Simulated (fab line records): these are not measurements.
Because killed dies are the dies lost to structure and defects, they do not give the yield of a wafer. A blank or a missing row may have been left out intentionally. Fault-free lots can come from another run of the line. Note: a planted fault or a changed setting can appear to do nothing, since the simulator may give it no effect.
fab line records	flow sky130
[record] lots = 13	wafers = 39	lastDay = 50
route steps=708 shown FIELD_ISO@31 PWDE@54 RES_PROTECT@214 POLY_GATE@227 PAD_OPEN@708
lots that met no fault: from a run of the same line without faults
startH: the number of hours between the record's first day and the start of the first shown wafer of the lot	waitH: hours elapsed since this lot's preceding step	" identical to the entry in the row above	L1.1+2: several wafers, shown together as one row	- either no value or no given start	* or withheld: withheld	< > ~ a bound
route shown NAME@n: names a module that has steps shown in the file, with the first one's number in the route	usual: mean and standard deviation over wafers with no fault	same: alike in all rows	chamber/n: place in a boat	sites: the reading at each site	_std_site: the values' standard deviation	_edge_site: inner sites' mean taken away from outer sites' mean	radiusMm: for every site, how far away it sits from the centre of the wafer	mask NAME#n: copy n	behind: the last tool/chamber to shape the wafer	hold: why the lot was held/for how many hours/how that ended	device: the transistor (n, p or np) that didn't switch	end of line: tests run on the same wafers once the route is complete	a step without rows: its recipe alone	killed: dies lost to structure and defects at the first sort, not the wafer's yield	map: per-die view of a wafer (x killed, . not killed, _ where there is no die)
set.NAME: the setting that was run; set.NAME@STEP: the one run at that earlier step	model.NAME: the simulator's own value behind a step, which no gauge read
steps of the route over a sample of lots; a table a step, a row a wafer
services: a tool's chamber out of use, with start hour (startH, from the record's first day; less than 0 if before it), hours out, and reason
[[steps]]
[step SKY_FIELD_ISO_WET_ETCH_30]
[recipe] chemistry = dHF	targetDepthNm = 25	target = SiO2	dilution = 10:1	tempC = 25	timeS = 50
[usual] runLengthS = 78.0/2.9
lot.wafer	tool	chamber	startH	waitH	runLengthS
L907.2	wetBench-02	1	37.01	0.0	81.9
L907.3	"	1	"	"	81.9
L907.6	"	1	"	"	81.9
L908.1	wetBench-04	1	39.59	0.0	82.9
L908.2	"	1	"	"	82.9
L908.3	"	1	"	"	82.9
L909.2	wetBench-04	0	47.23	0.0	82.6
L909.4	"	0	"	"	82.6
L909.5	"	0	"	"	82.6
L910.2	wetBench-04	2	52.24	0.0	84.3
L910.3	"	2	"	"	84.3
L910.6	"	2	"	"	84.3
L912.2	wetBench-04	2	60.41	0.0	76.6
L912.5	"	2	"	"	76.6
L912.6	"	2	"	"	76.6
L914.1	wetBench-04	1	71.10	0.0	75.5
L914.4	"	1	"	"	75.5
L914.5	"	1	"	"	75.5
L919.3	wetBench-04	2	95.89	0.0	53.3
L919.5	"	2	"	"	53.3
L919.6	"	2	"	"	53.3
L920.2	wetBench-04	2	102.13	0.0	53.2
L920.3	"	2	"	"	53.2
L920.6	"	2	"	"	53.2
L924.3	wetBench-03	1	123.22	0.0	75.2
L924.4	"	1	"	"	75.2
L924.5	"	1	"	"	75.2
L926.1	wetBench-02	1	134.42	0.0	74.7
L926.2	"	1	"	"	74.7
L926.4	"	1	"	"	74.7
L927.1	wetBench-02	3	136.46	0.0	76.0
L927.3	"	3	"	"	76.0
L927.6	"	3	"	"	76.0
L928.3	wetBench-02	1	144.21	0.0	81.2
L928.4	"	1	"	"	81.2
L928.5	"	1	"	"	81.2
L930.3	wetBench-03	0	156.03	0.0	75.5
L930.4	"	0	"	"	75.5
L930.5	"	0	"	"	75.5
[step SKY_PWDE_STRIP_09]
[recipe] chemistry = O2/N2	powerW = 1400	pressureMtorr = 1500	platenTempC = withheld	o2FlowSccm = 3000	n2FlowSccm = 300	overashFraction = 0.5
[usual] drypumpMotorCurrentA = 5.9/0.57	oesProductAu = 0.722/0.0043	stripTimeToEndpointS = 36.89/0.092
lot.wafer	tool	chamber	startH	waitH	drypumpMotorCurrentA	oesProductAu	rfHoursCounterH	stripTimeToEndpointS
L907.2	plasmaAsher-03	0	71.33	0.1	6.6	0.721	41	36.77
L907.3	"	0	"	"	6.6	0.720	-	36.96
L907.6	"	1	"	"	6.0	0.726	-	36.86
L908.1	plasmaAsher-04	0	72.74	0.1	5.1	0.728	38	37.05
L908.2	"	1	"	"	6.5	0.728	38	37.06
L908.3	"	0	"	"	5.2	0.721	-	36.93
L909.2	plasmaAsher-02	0	81.58	0.1	5.9	0.720	33	37.03
L909.4	"	1	"	"	5.9	0.720	-	37.09
L909.5	"	0	"	"	5.9	0.722	-	37.07
L910.2	plasmaAsher-04	0	87.53	0.1	5.1	0.728	40	36.97
L910.3	"	1	"	"	6.4	0.728	-	36.99
L910.6	"	0	"	"	5.1	0.720	-	36.97
L912.2	plasmaAsher-04	0	100.24	0.1	5.2	0.724	41	36.84
L912.5	"	1	"	"	6.5	0.724	-	36.84
L912.6	"	0	"	"	5.2	0.727	-	36.79
L914.1	plasmaAsher-04	0	108.28	0.1	5.2	0.729	42	36.98
L914.4	"	0	"	"	5.2	0.723	-	36.90
L914.5	"	1	"	"	6.4	0.721	-	36.88
L919.3	plasmaAsher-04	1	135.63	0.1	6.5	0.724	-	36.76
L919.5	"	1	"	"	6.5	0.724	-	37.06
L919.6	"	0	"	"	5.1	0.720	-	36.89
L920.2	plasmaAsher-02	0	140.60	0.1	5.9	0.719	2	36.89
L920.3	"	0	"	"	5.9	0.721	-	36.93
L920.6	"	1	"	"	5.9	0.721	-	36.90
L924.3	plasmaAsher-04	1	167.46	0.1	6.4	0.722	-	36.76
L924.4	"	0	"	"	5.2	0.725	-	36.70
L924.5	"	1	"	"	6.4	0.727	-	36.70
L926.1	plasmaAsher-04	0	176.59	0.1	5.2	0.728	49	36.85
L926.2	"	1	"	"	6.4	0.724	49	36.79
L926.4	"	1	"	"	6.4	0.726	-	36.86
L927.1	plasmaAsher-04	0	180.25	0.1	5.1	0.725	50	36.85
L927.3	"	0	"	"	5.2	0.723	-	36.80
L927.6	"	1	"	"	6.4	0.726	-	36.93
L928.3	plasmaAsher-04	0	186.11	0.1	5.2	0.713	-	36.84
L928.4	"	1	"	"	6.5	0.727	-	36.89
L928.5	"	0	"	"	5.2	0.734	-	36.77
L930.3	plasmaAsher-04	0	201.18	0.1	5.2	0.720	-	36.94
L930.4	"	1	"	"	6.4	0.720	-	36.89
L930.5	"	0	"	"	5.1	0.724	-	36.93
[step SKY_RES_PROTECT_STRIP_07]
[recipe] chemistry = O2/N2	powerW = 1400	pressureMtorr = 1500	platenTempC = withheld	o2FlowSccm = 3000	n2FlowSccm = 300	overashFraction = 0.5
[usual] drypumpMotorCurrentA = 5.8/0.42	oesProductAu = 0.518/0.0047	stripTimeToEndpointS = 23.30/0.04
lot.wafer	tool	chamber	startH	waitH	drypumpMotorCurrentA	oesProductAu	rfHoursCounterH	stripTimeToEndpointS
L907.2	plasmaAsher-02	1	344.09	0.1	5.9	0.511	22	23.25
L907.3	"	0	"	"	5.9	0.514	-	23.28
L907.6	"	0	"	"	5.9	0.525	-	23.33
L908.1	plasmaAsher-01	1	349.73	0.1	5.2	0.518	58	23.20
L908.2	"	0	"	"	5.5	0.518	58	23.23
L908.3	"	1	"	"	5.2	0.520	-	23.20
L909.2	plasmaAsher-02	0	358.59	0.1	5.9	0.515	24	23.33
L909.4	"	1	"	"	5.9	0.516	-	23.28
L909.5	"	0	"	"	5.9	0.504	-	23.30
L910.2	plasmaAsher-02	1	375.89	0.1	5.9	0.518	25	23.28
L910.3	"	1	"	"	5.9	0.520	-	23.30
L910.6	"	1	"	"	5.9	0.519	-	23.24
L912.2	plasmaAsher-02	0	390.49	0.1	5.9	0.507	27	23.25
L912.5	"	0	"	"	5.9	0.508	-	23.24
L912.6	"	1	"	"	5.9	0.523	-	23.26
L914.1	plasmaAsher-04	0	399.70	0.1	5.2	0.518	70	23.35
L914.4	"	0	"	"	5.2	0.516	-	23.30
L914.5	"	0	"	"	5.2	0.511	-	23.34
L920.2	plasmaAsher-02	1	449.44	0.1	5.9	0.516	33	23.29
L920.3	"	1	"	"	5.9	0.512	-	23.32
L920.6	"	1	"	"	5.9	0.523	-	23.32
L919.3	plasmaAsher-04	0	453.42	0.1	5.2	0.518	-	23.30
L919.5	"	0	"	"	5.1	0.518	-	23.28
L919.6	"	1	"	"	6.5	0.519	-	23.25
L924.3	plasmaAsher-01	0	490.87	0.1	5.5	0.526	-	23.38
L924.4	"	1	"	"	5.2	0.520	-	23.34
L924.5	"	0	"	"	5.5	0.514	-	23.32
L926.1	plasmaAsher-04	0	506.89	0.1	5.1	0.522	81	23.23
L926.2	"	1	"	"	6.4	0.505	81	23.26
L926.4	"	0	"	"	5.2	0.524	-	23.30
L928.3	plasmaAsher-04	1	517.97	0.1	6.4	0.520	-	23.31
L928.4	"	0	"	"	5.2	0.518	-	23.33
L928.5	"	0	"	"	5.2	0.520	-	23.27
L927.1	plasmaAsher-02	0	520.75	0.1	5.9	0.518	40	23.33
L927.3	"	1	"	"	5.9	0.514	-	23.25
L927.6	"	1	"	"	5.9	0.522	-	23.29
L930.3	plasmaAsher-04	1	540.67	0.1	6.5	0.520	-	23.37
L930.4	"	0	"	"	5.1	0.518	-	23.32
L930.5	"	1	"	"	6.5	0.520	-	23.33
[step SKY_POLY_GATE_CD_MEAS_13]
[recipe] targetCdNm = 150
[usual] cdNm = 149.9/1.4
lot.wafer	tool	chamber	startH	waitH	cdNm
L907.2	cdSem-02	-	373.26	-	150.1
L907.3	"	-	"	"	148.2
L907.6	"	-	"	"	149.8
L908.1	cdSem-02	-	383.40	-	151.2
L908.2	"	-	"	"	150.8
L908.3	"	-	"	"	151.1
L909.2	cdSem-02	-	391.52	-	148.5
L909.4	"	-	"	"	150.0
L909.5	"	-	"	"	149.9
L910.2	cdSem-02	-	406.93	-	149.5
L910.3	"	-	"	"	150.1
L910.6	"	-	"	"	149.1
L912.2	cdSem-01	-	422.03	-	149.1
L912.5	"	-	"	"	149.2
L912.6	"	-	"	"	149.0
L914.1	cdSem-02	-	430.75	-	150.0
L914.4	"	-	"	"	150.2
L914.5	"	-	"	"	151.6
L920.2	cdSem-02	-	481.46	-	149.3
L920.3	"	-	"	"	148.0
L920.6	"	-	"	"	149.1
L919.3	cdSem-01	-	484.99	-	149.6
L919.5	"	-	"	"	150.3
L919.6	"	-	"	"	150.3
L924.3	cdSem-02	-	523.55	-	148.4
L924.4	"	-	"	"	150.0
L924.5	"	-	"	"	148.9
L926.1	cdSem-01	-	538.71	-	152.0
L926.2	"	-	"	"	152.1
L926.4	"	-	"	"	152.0
L928.3	cdSem-01	-	549.93	-	149.7
L928.4	"	-	"	"	149.0
L928.5	"	-	"	"	149.7
L927.1	cdSem-01	-	553.80	-	148.0
L927.3	"	-	"	"	147.4
L927.6	"	-	"	"	147.9
L930.3	cdSem-01	-	572.69	-	153.2
L930.4	"	-	"	"	151.9
L930.5	"	-	"	"	151.2
[step SKY_PAD_OPEN_PROBE_99]
[usual] killed_at_M0_to_M3 = 43/6.8	killed_at_M4_up = 3.1/1.6	killedAtContacts = 24/5.4	killedAtFrontEnd = 16/4.4	killedAtOther = 0.2/0.48	killedDies = 87/8.8	killedOpen = 48/6.4	killedShort = 39/6.2
[same] grossDies = 492	killedAtBackSide = 0
lot.wafer	tool	chamber	startH	waitH	killed_at_M0_to_M3	killed_at_M4_up	killedAtContacts	killedAtFrontEnd	killedAtOther	killedDies	killedOpen	killedShort
L919.3	prober-01	-	1149.15	0.2	37	0	24	25	0	86	47	39
L919.5	prober-01	-	1149.25	0.2	44	3	28	16	0	91	58	33
L919.6	prober-01	-	1149.30	0.2	38	3	24	11	0	76	43	33
L924.3	prober-02	-	1174.89	0.2	41	4	27	12	2	86	40	46
L924.4	prober-02	-	1174.94	0.2	41	3	27	9	0	80	46	34
L924.5	prober-02	-	1174.99	0.2	43	4	16	24	0	87	46	41
// killed by level:class
L919.3 VIA1:geometricParticle:open=7 VIA2:geometricParticle:open=7 VIA3:geometricParticle:open=7 CONTACT:geometricParticle:short=6 FIELD_ISO:geometricParticle:short=5 POLY_GATE:geometricParticle:short=5 LI_CONTACT:geometricParticle:open=5 CONTACT:geometricParticle:open=5
L919.5 CONTACT:geometricParticle:open=13 VIA1:geometricParticle:open=11 VIA2:geometricParticle:open=11 METAL2:geometricParticle:short=7 LI_CONTACT:geometricParticle:open=7 FIELD_ISO:geometricParticle:open=6 METAL1:geometricParticle:short=5 POLY_GATE:geometricParticle:short=4
L919.6 LI_CONTACT:geometricParticle:open=7 CONTACT:geometricParticle:open=7 VIA1:geometricParticle:open=7 CONTACT:geometricParticle:short=6 METAL2:geometricParticle:short=6 VIA3:geometricParticle:open=6 VIA2:geometricParticle:short=5 VIA2:geometricParticle:open=5
L924.3 CONTACT:geometricParticle:open=10 CONTACT:geometricParticle:short=6 METAL1:geometricParticle:short=6 VIA1:geometricParticle:open=6 METAL2:geometricParticle:short=6 VIA3:geometricParticle:open=5 LI_CONTACT:geometricParticle:open=5 LOCAL_INTERCONNECT:geometricParticle:short=5
L924.4 CONTACT:geometricParticle:open=9 VIA3:geometricParticle:open=8 LI_CONTACT:geometricParticle:open=7 METAL2:geometricParticle:short=5 VIA1:geometricParticle:open=5 VIA1:geometricParticle:short=5 VIA2:geometricParticle:open=5 CONTACT:geometricParticle:short=4
L924.5 VIA1:geometricParticle:open=8 VIA3:geometricParticle:open=7 FIELD_ISO:geometricParticle:open=6 VIA2:geometricParticle:open=6 POLY_GATE:geometricParticle:short=5 LI_CONTACT:geometricParticle:open=5 METAL1:geometricParticle:short=5 VIA2:geometricParticle:short=5
[[services]]
tool	chamber	startH	hours	kind
plasmaAsher-01	-	15.72	2.8	pm
plasmaAsher-04	-	30.38	6.9	repair
wetBench-03	-	45.64	15.0	repair
wetBench-04	-	47.88	2.0	repair
plasmaAsher-02	-	70.23	7.0	pm
plasmaAsher-04	-	84.45	1.4	repair
plasmaAsher-03	-	107.53	14.6	pm
plasmaAsher-02	-	108.75	9.0	pm
plasmaAsher-02	0	108.75	9.0	ventCycle
plasmaAsher-02	1	108.75	9.0	ventCycle
wetBench-04	-	116.49	1.9	pm
plasmaAsher-04	-	131.09	0.3	repair
plasmaAsher-02	-	193.56	0.6	repair
plasmaAsher-04	-	201.56	1.4	repair
plasmaAsher-04	-	205.25	5.7	repair
wetBench-04	-	246.28	4.4	pm
plasmaAsher-03	-	260.79	0.9	repair
wetBench-02	-	300.57	2.0	repair
plasmaAsher-03	-	307.75	2.1	repair
plasmaAsher-01	-	374.71	0.4	repair
plasmaAsher-02	-	378.76	2.0	repair
plasmaAsher-03	-	421.25	9.0	pm
plasmaAsher-02	-	457.38	2.8	pm
plasmaAsher-03	-	524.20	1.9	repair
[[key]]
[firstSign] step = SKY_FIELD_ISO_WET_ETCH_30	reading = runLengthS	direction = down	sigmas = 8.5	usual = *	struck = *
effect none on later readings
metAt SKY_FIELD_ISO_WET_ETCH_30
struckLots L919,L920
testerLeftOut L919,L920
notActingAt SKY_PWDE_STRIP_09,SKY_RES_PROTECT_STRIP_07,SKY_POLY_GATE_CD_MEAS_13
onsetBetween 71.10 95.89
[fault] kind = processParameterDrift	tool = wetBench-04	chamber = -	onsetH = 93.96	steps = SKY_FIELD_ISO_WET_ETCH_30	channel = timeS	offset = *	shape = step	endH = 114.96	actsIn = *	stated = *
// testerLeftOut: of these lots the tester's yield and bins aren't shown, on N5 and GAA mostly nor the transistor test; their killed dies are dies lost to structure and defects alone, not to doping, threshold or leakage, so they don't give the yield
